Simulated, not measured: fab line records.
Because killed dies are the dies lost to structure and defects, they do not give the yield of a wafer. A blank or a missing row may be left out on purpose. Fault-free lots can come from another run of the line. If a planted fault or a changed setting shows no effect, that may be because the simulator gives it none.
What tool caused it? / flow sky130 / 13 lots with 39 wafers sampled at 5 steps, on a route of 708 steps

== WHAT THE GAUGES READ, wafer by wafer ==
SKY_FIELD_ISO_THK_MEAS_23. Usual: FIELD_ISO_OXIDATION_01_THK gives 10.03 nm (standard deviation 0.19).
lot=L286; measured=day 2 16:39; on=film_metro-02; FIELD_ISO_OXIDATION_01_THK (nm)=9.71 9.87 9.86; flag=
lot=L288; measured=day 3 00:53; on=film_metro-04; FIELD_ISO_OXIDATION_01_THK (nm)=10.40 10.33 10.49; flag=
lot=L290; measured=day 3 10:31; on=film_metro-03; FIELD_ISO_OXIDATION_01_THK (nm)=10.00 9.80 9.84; flag=
lot=L291; measured=day 3 16:42; on=film_metro-02; FIELD_ISO_OXIDATION_01_THK (nm)=10.24 10.39 10.36; flag=
lot=L294; measured=day 4 09:53; on=film_metro-03; FIELD_ISO_OXIDATION_01_THK (nm)=10.09 10.01 10.15; flag=
lot=L295; measured=day 4 12:26; on=film_metro-02; FIELD_ISO_OXIDATION_01_THK (nm)=9.66 9.86 9.98; flag=
lot=L297; measured=day 4 22:49; on=film_metro-03; FIELD_ISO_OXIDATION_01_THK (nm)=9.95 10.20 10.12; flag=
lot=L299; measured=day 5 12:33; on=film_metro-04; FIELD_ISO_OXIDATION_01_THK (nm)=9.81 10.02 10.17; flag=
lot=L301; measured=day 5 17:33; on=film_metro-03; FIELD_ISO_OXIDATION_01_THK (nm)=10.24 10.32 10.37; flag=
lot=L302; measured=day 6 04:38; on=film_metro-02; FIELD_ISO_OXIDATION_01_THK (nm)=4.30 3.96 4.40; flag=OFF
lot=L303; measured=day 6 10:05; on=film_metro-04; FIELD_ISO_OXIDATION_01_THK (nm)=4.41 4.44 4.69; flag=OFF
lot=L304; measured=day 6 10:07; on=film_metro-02; FIELD_ISO_OXIDATION_01_THK (nm)=4.33 4.47 4.60; flag=OFF
lot=L305; measured=day 6 19:56; on=film_metro-02; FIELD_ISO_OXIDATION_01_THK (nm)=4.35 4.26 4.37; flag=OFF

SKY_VT_ADJUST_LVTN_TW_MEAS_10. Usual: VT_ADJUST_LVTN_TW gives 243.4 (standard deviation 2.7).
lot=L286; measured=day 7 05:57; on=film_metro-02; VT_ADJUST_LVTN_TW=243.4 245.4 243.1; flag=
lot=L288; measured=day 7 16:18; on=film_metro-01; VT_ADJUST_LVTN_TW=245.8 246.7 245.8; flag=
lot=L290; measured=day 8 05:23; on=film_metro-03; VT_ADJUST_LVTN_TW=239.9 241.3 240.0; flag=
lot=L291; measured=day 8 11:04; on=film_metro-01; VT_ADJUST_LVTN_TW=244.9 244.8 244.5; flag=
lot=L294; measured=day 9 12:34; on=film_metro-01; VT_ADJUST_LVTN_TW=244.9 245.6 245.4; flag=
lot=L295; measured=day 9 14:39; on=film_metro-01; VT_ADJUST_LVTN_TW=245.7 246.1 246.4; flag=
lot=L297; measured=day 10 02:32; on=film_metro-01; VT_ADJUST_LVTN_TW=245.7 245.8 244.8; flag=
lot=L299; measured=day 10 18:37; on=film_metro-02; VT_ADJUST_LVTN_TW=244.2 243.6 242.3; flag=
lot=L301; measured=day 11 05:07; on=film_metro-03; VT_ADJUST_LVTN_TW=238.1 238.3 238.5; flag=
lot=L302; measured=day 12 02:58; on=film_metro-01; VT_ADJUST_LVTN_TW=246.9 246.3 244.5; flag=
lot=L303; measured=day 12 03:44; on=film_metro-03; VT_ADJUST_LVTN_TW=239.0 240.1 239.7; flag=
lot=L304; measured=day 12 04:44; on=film_metro-03; VT_ADJUST_LVTN_TW=239.4 241.0 241.0; flag=
lot=L305; measured=day 13 07:13; on=film_metro-02; VT_ADJUST_LVTN_TW=243.7 244.8 245.4; flag=

SKY_POLY_GATE_THK_MEAS_04. Usual: POLY_GATE_CVD_03_THK gives 75.2 nm (standard deviation 0.64).
lot=L286; measured=day 15 15:03; on=film_metro-04; POLY_GATE_CVD_03_THK (nm)=75.5 75.5 75.9; flag=
lot=L288; measured=day 16 02:40; on=film_metro-04; POLY_GATE_CVD_03_THK (nm)=74.9 75.5 75.1; flag=
lot=L290; measured=day 16 22:19; on=film_metro-02; POLY_GATE_CVD_03_THK (nm)=74.5 73.7 74.2; flag=
lot=L291; measured=day 17 03:44; on=film_metro-01; POLY_GATE_CVD_03_THK (nm)=74.9 75.3 75.0; flag=
lot=L294; measured=day 18 10:55; on=film_metro-01; POLY_GATE_CVD_03_THK (nm)=75.1 75.2 75.1; flag=
lot=L295; measured=day 18 19:27; on=film_metro-04; POLY_GATE_CVD_03_THK (nm)=74.9 74.1 74.8; flag=
lot=L297; measured=day 19 09:56; on=film_metro-01; POLY_GATE_CVD_03_THK (nm)=76.0 75.2 76.0; flag=
lot=L299; measured=day 20 10:03; on=film_metro-02; POLY_GATE_CVD_03_THK (nm)=75.2 75.0 74.9; flag=
lot=L301; measured=day 21 03:31; on=film_metro-01; POLY_GATE_CVD_03_THK (nm)=76.1 76.2 76.0; flag=
lot=L302; measured=day 21 22:10; on=film_metro-04; POLY_GATE_CVD_03_THK (nm)=75.7 75.6 76.1; flag=
lot=L303; measured=day 21 22:08; on=film_metro-02; POLY_GATE_CVD_03_THK (nm)=75.4 75.4 74.8; flag=
lot=L304; measured=day 22 03:32; on=film_metro-02; POLY_GATE_CVD_03_THK (nm)=76.2 76.6 75.9; flag=
lot=L305; measured=day 23 09:05; on=film_metro-01; POLY_GATE_CVD_03_THK (nm)=74.8 75.0 75.9; flag=

SKY_LDD_HVN_OVL_MEAS_07. Usual: LDD_HVN_OVL gives 0.5 nm (standard deviation 1.1).
lot=L286; measured=day 20 21:30; on=overlay-02; LDD_HVN_OVL (nm)=0.6 0.1 -0.8; flag=
lot=L288; measured=day 21 07:49; on=overlay-01; LDD_HVN_OVL (nm)=0.5 -0.2 0.2; flag=
lot=L290; measured=day 22 05:01; on=overlay-02; LDD_HVN_OVL (nm)=2.0 2.3 1.5; flag=
lot=L291; measured=day 22 10:56; on=overlay-02; LDD_HVN_OVL (nm)=1.6 2.0 1.4; flag=
lot=L294; measured=day 23 17:26; on=overlay-02; LDD_HVN_OVL (nm)=-0.3 -0.2 0.6; flag=
lot=L295; measured=day 24 01:21; on=overlay-02; LDD_HVN_OVL (nm)=-0.6 0.0 -1.0; flag=
lot=L297; measured=day 24 14:47; on=overlay-01; LDD_HVN_OVL (nm)=-1.0 0.3 -0.8; flag=
lot=L299; measured=day 25 14:44; on=overlay-02; LDD_HVN_OVL (nm)=1.3 1.8 -0.5; flag=
lot=L301; measured=day 26 07:31; on=overlay-02; LDD_HVN_OVL (nm)=1.9 1.3 1.4; flag=
lot=L302; measured=day 27 00:43; on=overlay-02; LDD_HVN_OVL (nm)=1.0 1.7 0.4; flag=
lot=L303; measured=day 27 01:14; on=overlay-01; LDD_HVN_OVL (nm)=-0.2 -0.3 0.9; flag=
lot=L304; measured=day 27 05:30; on=overlay-01; LDD_HVN_OVL (nm)=-0.6 -0.6 -0.8; flag=
lot=L305; measured=day 28 09:22; on=overlay-01; LDD_HVN_OVL (nm)=-0.1 0.3 -1.5; flag=

== TOOL THAT RAN EACH LOT (tool first, then ch and the chambers of the sampled wafers, then the start) ==
lot=L286; SKY_FIELD_ISO_OXIDATION_22=furnace-02 ch 0, day 2 15:29
lot=L288; SKY_FIELD_ISO_OXIDATION_22=furnace-01 ch 0, day 2 23:42
lot=L290; SKY_FIELD_ISO_OXIDATION_22=furnace-01 ch 0, day 3 09:21
lot=L291; SKY_FIELD_ISO_OXIDATION_22=furnace-02 ch 0, day 3 15:31
lot=L294; SKY_FIELD_ISO_OXIDATION_22=furnace-02 ch 0, day 4 08:41
lot=L295; SKY_FIELD_ISO_OXIDATION_22=furnace-02 ch 0, day 4 11:16
lot=L297; SKY_FIELD_ISO_OXIDATION_22=furnace-01 ch 0, day 4 21:39
lot=L299; SKY_FIELD_ISO_OXIDATION_22=furnace-01 ch 0, day 5 11:21
lot=L301; SKY_FIELD_ISO_OXIDATION_22=furnace-02 ch 0, day 5 16:22
lot=L302; SKY_FIELD_ISO_OXIDATION_22=furnace-02 ch 0, day 6 03:26
lot=L303; SKY_FIELD_ISO_OXIDATION_22=furnace-02 ch 0, day 6 08:55
lot=L304; SKY_FIELD_ISO_OXIDATION_22=furnace-02 ch 0, day 6 08:55
lot=L305; SKY_FIELD_ISO_OXIDATION_22=furnace-02 ch 0, day 6 18:45
- SKY_FIELD_ISO_OXIDATION_22: stabilise 600 s, purge 300 s, target thk 10 nm.

== WHAT THE TOOLS THEMSELVES READ (means of the sampled wafers that have a number; where no wafer has one, the mark that the record gives instead) ==
SKY_FIELD_ISO_OXIDATION_22. Usual: spike_tc_bottom_C 967 C, standard deviation 3.3; spike_tc_top_C 959.7 C, standard deviation 2.7.
lot=L286; tool=furnace-02; spike_tc_bottom_C (C)=965; spike_tc_top_C (C)=961.8; flag=
lot=L288; tool=furnace-01; spike_tc_bottom_C (C)=971; spike_tc_top_C (C)=955.9; flag=
lot=L290; tool=furnace-01; spike_tc_bottom_C (C)=973; spike_tc_top_C (C)=955.4; flag=
lot=L291; tool=furnace-02; spike_tc_bottom_C (C)=965; spike_tc_top_C (C)=960.8; flag=
lot=L294; tool=furnace-02; spike_tc_bottom_C (C)=965; spike_tc_top_C (C)=961.9; flag=
lot=L295; tool=furnace-02; spike_tc_bottom_C (C)=966; spike_tc_top_C (C)=960.9; flag=
lot=L297; tool=furnace-01; spike_tc_bottom_C (C)=972; spike_tc_top_C (C)=955.6; flag=
lot=L299; tool=furnace-01; spike_tc_bottom_C (C)=971; spike_tc_top_C (C)=955.4; flag=
lot=L301; tool=furnace-02; spike_tc_bottom_C (C)=965; spike_tc_top_C (C)=961.5; flag=
lot=L302; tool=furnace-02; spike_tc_bottom_C (C)=965; spike_tc_top_C (C)=961.2; flag=
lot=L303; tool=furnace-02; spike_tc_bottom_C (C)=966; spike_tc_top_C (C)=960.7; flag=
lot=L304; tool=furnace-02; spike_tc_bottom_C (C)=965; spike_tc_top_C (C)=962.1; flag=
lot=L305; tool=furnace-02; spike_tc_bottom_C (C)=965; spike_tc_top_C (C)=960.5; flag=

== THE ANSWER, worked out from the rows above alone ==
Rule: take the mean of a lot's wafers that have a number; if it is more than 3 standard deviations from the usual mean, the lot is off. A lot without any number at a reading at which 4 lots or more have one is off too. All remaining lots with rows at the step are treated as sound. After the gauges, taken in route order, come the tools' own readings; for these a lot's mean is taken, as printed above. The first step at which some lot is off is used, and at that step the reading that is off furthest; a lot without a number counts as furthest.
Off: at SKY_FIELD_ISO_THK_MEAS_23 (FIELD_ISO_OXIDATION_01_THK), L302, L303, L304, L305.
A tool fits if, at a process step before that reading, it ran every lot that is off, and no sound lot after the first of them. The gauges at SKY_FIELD_ISO_THK_MEAS_23 are tried like those tools. One candidate fits, namely furnace-02 at SKY_FIELD_ISO_OXIDATION_22. A fault onset in the window from L301 (day 5 16:22, its last sound lot) to L302 (day 6 03:26, its first lot off) fits.

== WHAT THE SIMULATOR PUT IN ==
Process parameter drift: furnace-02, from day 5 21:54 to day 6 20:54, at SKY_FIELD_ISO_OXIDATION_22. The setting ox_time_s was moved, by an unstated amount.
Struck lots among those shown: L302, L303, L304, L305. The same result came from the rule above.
